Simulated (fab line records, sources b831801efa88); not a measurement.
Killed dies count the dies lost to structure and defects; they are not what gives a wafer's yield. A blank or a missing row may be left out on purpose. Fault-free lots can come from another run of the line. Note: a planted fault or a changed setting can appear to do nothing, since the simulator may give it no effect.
The same fault as seen by 2 desks + flow gf180mcu + numbers are kept per desk, each desk with only its own; the story behind them comes last

## AT THE METROLOGY DESK
What the gauges read, lot by lot, whatever tool the lot ran on: means of the sampled wafers that have a number. A lot is out of limits, marked OUT, if its mean lies more than 4 standard deviations from the usual mean; the brackets give that distance.
Columns: A = M4_ALCU_THK at GF_M4_THK_MEAS_06, usual 454 nm
| lot  | first seen here | A   |
|------|-----------------|-----|
| L749 | day 22 12:59    | 449 |
| L750 | day 22 18:31    | 452 |
| L754 | day 24 03:27    | 457 |
| L756 | day 25 00:43    | 454 |
| L757 | day 25 07:08    | 450 |
| L758 | day 25 13:53    | 451 |
| L763 | day 27 03:59    | 454 |
| L766 | day 28 15:41    | 451 |
| L769 | day 29 06:43    | 446 |
| L770 | day 29 13:17    | 465 |
| L771 | day 29 17:11    | 454 |
This desk's verdict: no lot among the 11 shows anything out of limits.

## FOR THE TOOL OWNER'S DESK: rieDiel-02
The tool's own readings at GF_V4_ETCH_17 (etches SiO2 in C4F8/O2/Ar, stops on TiN, target depth 630 nm): means of the sampled wafers that have a number, for each lot that ran on this tool. A lot is out of limits, marked OUT, if its mean lies more than 4 standard deviations from the usual mean; the brackets give that distance.
Columns: A = biasW at GF_V4_ETCH_17, usual 1200 W; B = chamberPressureMTorr at GF_V4_ETCH_17, usual 40.00 mTorr; C = oesProductAu at GF_V4_ETCH_17, usual 0.855 a.u.
| lot  | first seen here | A    | B     | C     |
|------|-----------------|------|-------|-------|
| L749 | day 24 11:00    | 1200 | 39.99 | 0.855 |
| L754 | day 25 23:00    | 1199 | 39.97 | 0.853 |
| L766 | day 30 06:00    | 1202 | 39.98 | 0.855 |
This desk's verdict: no lot among the 3 shows anything out of limits.

## PUT TOGETHER
Nothing out of limits was seen by the metrology desk.
The tool owner's desk saw nothing out of limits.

## WHAT THE SIMULATOR HAD INSERTED
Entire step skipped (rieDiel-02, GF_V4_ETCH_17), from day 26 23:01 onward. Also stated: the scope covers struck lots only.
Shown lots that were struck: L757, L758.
